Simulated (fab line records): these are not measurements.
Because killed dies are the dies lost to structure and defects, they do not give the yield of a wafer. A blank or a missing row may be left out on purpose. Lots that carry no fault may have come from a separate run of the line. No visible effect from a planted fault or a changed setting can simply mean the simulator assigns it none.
Split-lot study :: flow sky130 :: 23 wafers read from 5 lots, route of 708 steps

== SPLIT DETAILS ==
At SKY_VIA3_CMP_02 (polishes SiO2), the setting leave_above_ref_nm was moved away from the recipe's 465 nm on 11 of the 23 wafers read, by -4.6% to +6.9%. This setting was run at the recipe's value on the other wafers.

== FROM THE SPLIT TO THE READING: what the file shows between them, 4 steps ==
- SKY_VIA3_SOFTBAKE_08: time 90 s (also split here: time_s)
- SKY_VIA3_EXPOSE_09: exposes mask VIM3, target cd 200 nm
- SKY_VIA3_PEB_10
- SKY_VIA3_ETCH_14: etches BARC in N2/H2, stops on SiO2, time 45.9 s, target depth 60 nm

== THE READING ==
oes_product_au, in a.u., at SKY_VIA3_ETCH_15 (etches SiO2 in C4F8/O2/Ar, stops on TiN, target depth 507 nm, time 78 s). Typical for fault-free wafers on this fab line: 0.945 a.u., with standard deviation 0.0049 a.u.

wafer: L076.2
tool, chamber at the split: cmp-02, 1,2
leave_above_ref_nm as run, nm: 465
against the recipe: recipe
oes_product_au, a.u.: 0.951
against lot-mates on the recipe: -

wafer: L076.4
tool, chamber at the split: cmp-02, 3
leave_above_ref_nm as run, nm: 465
against the recipe: recipe
oes_product_au, a.u.: 0.947
against lot-mates on the recipe: -

wafer: L076.5
tool, chamber at the split: cmp-02, 1,2
leave_above_ref_nm as run, nm: 465
against the recipe: recipe
oes_product_au, a.u.: 0.952
against lot-mates on the recipe: -

wafer: L077.1
tool, chamber at the split: cmp-02, 0,2
leave_above_ref_nm as run, nm: 465
against the recipe: recipe
oes_product_au, a.u.: 0.947
against lot-mates on the recipe: -

wafer: L077.2
tool, chamber at the split: cmp-02, 0,2
leave_above_ref_nm as run, nm: 465
against the recipe: recipe
oes_product_au, a.u.: 0.942
against lot-mates on the recipe: -

wafer: L077.4
tool, chamber at the split: cmp-02, 3
leave_above_ref_nm as run, nm: 484.6
against the recipe: +4.2%
oes_product_au, a.u.: 0.972
against lot-mates on the recipe: +0.028

wafer: L077.5
tool, chamber at the split: cmp-02, 3
leave_above_ref_nm as run, nm: 484.6
against the recipe: +4.2%
oes_product_au, a.u.: 0.971
against lot-mates on the recipe: +0.027

wafer: L077.6
tool, chamber at the split: cmp-02, 0
leave_above_ref_nm as run, nm: 484.6
against the recipe: +4.2%
oes_product_au, a.u.: 0.969
against lot-mates on the recipe: +0.025

wafer: L082.1
tool, chamber at the split: cmp-01, 1
leave_above_ref_nm as run, nm: 496.9
against the recipe: +6.9%
oes_product_au, a.u.: 0.981
against lot-mates on the recipe: +0.038

wafer: L082.2
tool, chamber at the split: cmp-01, 0
leave_above_ref_nm as run, nm: 465
against the recipe: recipe
oes_product_au, a.u.: 0.945
against lot-mates on the recipe: -

wafer: L082.3
tool, chamber at the split: cmp-01, 3
leave_above_ref_nm as run, nm: 496.9
against the recipe: +6.9%
oes_product_au, a.u.: 0.977
against lot-mates on the recipe: +0.034

wafer: L082.4
tool, chamber at the split: cmp-01, 2
leave_above_ref_nm as run, nm: 465
against the recipe: recipe
oes_product_au, a.u.: 0.941
against lot-mates on the recipe: -

wafer: L082.6
tool, chamber at the split: cmp-01, 2
leave_above_ref_nm as run, nm: 496.9
against the recipe: +6.9%
oes_product_au, a.u.: 0.984
against lot-mates on the recipe: +0.041

wafer: L083.1
tool, chamber at the split: cmp-01, 1
leave_above_ref_nm as run, nm: 477.5
against the recipe: +2.7%
oes_product_au, a.u.: 0.964
against lot-mates on the recipe: +0.015

wafer: L083.2
tool, chamber at the split: cmp-01, 2
leave_above_ref_nm as run, nm: 465
against the recipe: recipe
oes_product_au, a.u.: 0.954
against lot-mates on the recipe: -

wafer: L083.3
tool, chamber at the split: cmp-01, 0
leave_above_ref_nm as run, nm: 465
against the recipe: recipe
oes_product_au, a.u.: 0.953
against lot-mates on the recipe: -

wafer: L083.4
tool, chamber at the split: cmp-01, 3
leave_above_ref_nm as run, nm: 465
against the recipe: recipe
oes_product_au, a.u.: 0.940
against lot-mates on the recipe: -

wafer: L083.6
tool, chamber at the split: cmp-01, 1
leave_above_ref_nm as run, nm: 477.5
against the recipe: +2.7%
oes_product_au, a.u.: 0.962
against lot-mates on the recipe: +0.013

wafer: L084.1
tool, chamber at the split: cmp-01, 3
leave_above_ref_nm as run, nm: 443.5
against the recipe: -4.6%
oes_product_au, a.u.: 0.916
against lot-mates on the recipe: -0.029

wafer: L084.2
tool, chamber at the split: cmp-01, 2
leave_above_ref_nm as run, nm: 465
against the recipe: recipe
oes_product_au, a.u.: 0.947
against lot-mates on the recipe: -

wafer: L084.3
tool, chamber at the split: cmp-01, 0
leave_above_ref_nm as run, nm: 443.5
against the recipe: -4.6%
oes_product_au, a.u.: 0.915
against lot-mates on the recipe: -0.030

wafer: L084.5
tool, chamber at the split: cmp-01, 0
leave_above_ref_nm as run, nm: 443.5
against the recipe: -4.6%
oes_product_au, a.u.: 0.916
against lot-mates on the recipe: -0.029

wafer: L084.6
tool, chamber at the split: cmp-01, 3
leave_above_ref_nm as run, nm: 465
against the recipe: recipe
oes_product_au, a.u.: 0.943
against lot-mates on the recipe: -
Rows listing several chambers each stand for several wafers; the file does not say which wafer went through which chamber.

FIT RESULTS
A straight line over all 23 wafers: oes_product_au changes by +0.00567 a.u. for each +1% of leave_above_ref_nm; r = +0.98; the points scatter about the line by 0.0044 a.u.
The same after taking each lot's own level away (the mean of its wafers on the recipe; 23 wafers): +0.00587 a.u. for each +1%; r = +0.99; scatter 0.0033 a.u.
According to that fit, moving leave_above_ref_nm by its largest amount changes the reading by 0.04 a.u.
From 0.9430 to 0.9500 a.u.: that is the span of the lots' own levels, equal to 1.4 times the standard deviation above.
The two slopes agree, so the slope changes little with the lot-to-lot level.
Check: +0.04 a.u. against its lot-mates is what the line predicts for one of the wafers moved furthest among these (+6.9%) when that wafer is left out of the fit. It came out at +0.038 a.u. against them.

== THESE WAFERS: OTHER SPLITS ==
Note: prior to the reading, these wafers also went through further splits. Each is held against what the fit with the lots' levels taken away leaves over:
other split on the same wafers: SKY_METAL3_EXPOSE_10 dose_mj
wafers away from the commonest value: 9
r with oes_product_au (lot level and that fit taken away): -0.05

other split on the same wafers: SKY_VIA3_SOFTBAKE_08 time_s
wafers away from the commonest value: 7
r with oes_product_au (lot level and that fit taken away): -0.41

== THE WHOLE CHAIN: every reading that the file lists as answering this split, in the file's order ==
step: SKY_VIA3_CMP_02
what it does: polishes SiO2
reading: SiO2_of_VIA3_HDPCVD_00.thk_nm (the simulator's own value, which no gauge read)
change (the file's fit): +4.69 nm for each +1% of the setting
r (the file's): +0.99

step: SKY_VIA3_ETCH_15
what it does: etches SiO2 in C4F8/O2/Ar, stops on TiN, target depth 507 nm, time 78 s
reading: oes_product_au
change (the file's fit): +0.0058 a.u. for each +1% of the setting
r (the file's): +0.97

step: SKY_VIA3_ETCH_15
what it does: etches SiO2 in C4F8/O2/Ar, stops on TiN, target depth 507 nm, time 78 s
reading: VIA3.feature_depth_nm (the simulator's own value, which no gauge read)
change (the file's fit): +4.65 nm for each +1% of the setting
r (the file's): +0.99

== THE FILE'S OWN FIT ==
oes_product_au changes by +0.0058 a.u. for each +1% of leave_above_ref_nm, r = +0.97.
